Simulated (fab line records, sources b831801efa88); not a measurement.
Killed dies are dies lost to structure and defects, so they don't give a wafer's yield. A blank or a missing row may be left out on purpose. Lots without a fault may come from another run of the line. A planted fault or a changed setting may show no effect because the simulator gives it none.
Chamber matching | flow gf180mcu | GF_V5_CMP_26 on cmp-01: 3 sister chambers
The step polishes, stops on SiO2, t overpolish 15 s, target thk 0 nm. 18 wafers are shown with their chamber, then 7 later ones without.

WAFERS WITH THEIR CHAMBER
wafer  | chamber | motor_current_A (A) | time_to_endpoint_s (s)
L154.1 | 1       | 10.7                | 85
L154.4 | 2       | 10.7                | 85
L154.5 | 3       | 9.4                 | 82
L155.2 | 2       | 10.4                | 81
L155.3 | 1       | 10.5                | 85
L155.6 | 2       | 10.3                | 83
L158.2 | 1       | 10.4                | 78
L158.3 | 3       | 9.7                 | 79
L158.4 | 2       | 10.1                | 80
L159.3 | 3       | 10.0                | 86
L159.4 | 2       | 10.1                | 88
L159.5 | 2       | 10.7                | 88
L160.1 | 2       | 10.3                | 82
L160.5 | 2       | 11.2                | 82
L160.6 | 3       | 9.7                 | 84
L164.1 | 3       | 9.4                 | 85
L164.2 | 2       | 10.9                | 87
L164.6 | 3       | 9.9                 | 85

SIGNATURES (means of the wafers above)
reading            | chamber 1 | chamber 2 | chamber 3 | scatter within a chamber
motor_current_A    | 10.533    | 10.522    | 9.683     | 0.315
time_to_endpoint_s | 82.67     | 84.00     | 83.50     | 3.08
Rule: a wafer's distance from a chamber is the root of the sum, over the readings, of the square of ((its reading less the chamber's mean) divided by the reading's scatter). The wafer belongs to the nearest chamber; if the next one is less than 2 further off, it can't be placed. The scatter: the root of (the sum of the squares of (reading less its chamber's mean) over the shown wafers, divided by (wafers less chambers)).

WAFERS WITHOUT THEIR CHAMBER
wafer  | motor_current_A (A) | time_to_endpoint_s (s)
L165.4 | 9.6                 | 86
L165.6 | 10.3                | 85
L174.1 | 10.6                | 81
L174.3 | 9.8                 | 79
L175.1 | 9.7                 | 83
L175.3 | 10.2                | 83
L175.4 | 11.1                | 86

WHICH CHAMBER EACH WENT THROUGH
wafer  | from the rows above          | in truth
L165.4 | 3                            | 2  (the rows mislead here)
L165.6 | can't be placed: 2 or 1 or 3 | 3
L174.1 | can't be placed: 1 or 2      | 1
L174.3 | can't be placed: 3 or 1 or 2 | 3
L175.1 | 3                            | 3
L175.3 | can't be placed: 1 or 2 or 3 | 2
L175.4 | can't be placed: 2 or 1      | 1
Placed correctly: 1 of 7. Can't be placed from these rows: 5 (the true chamber is among the candidates in 5). Placed wrongly: 1.
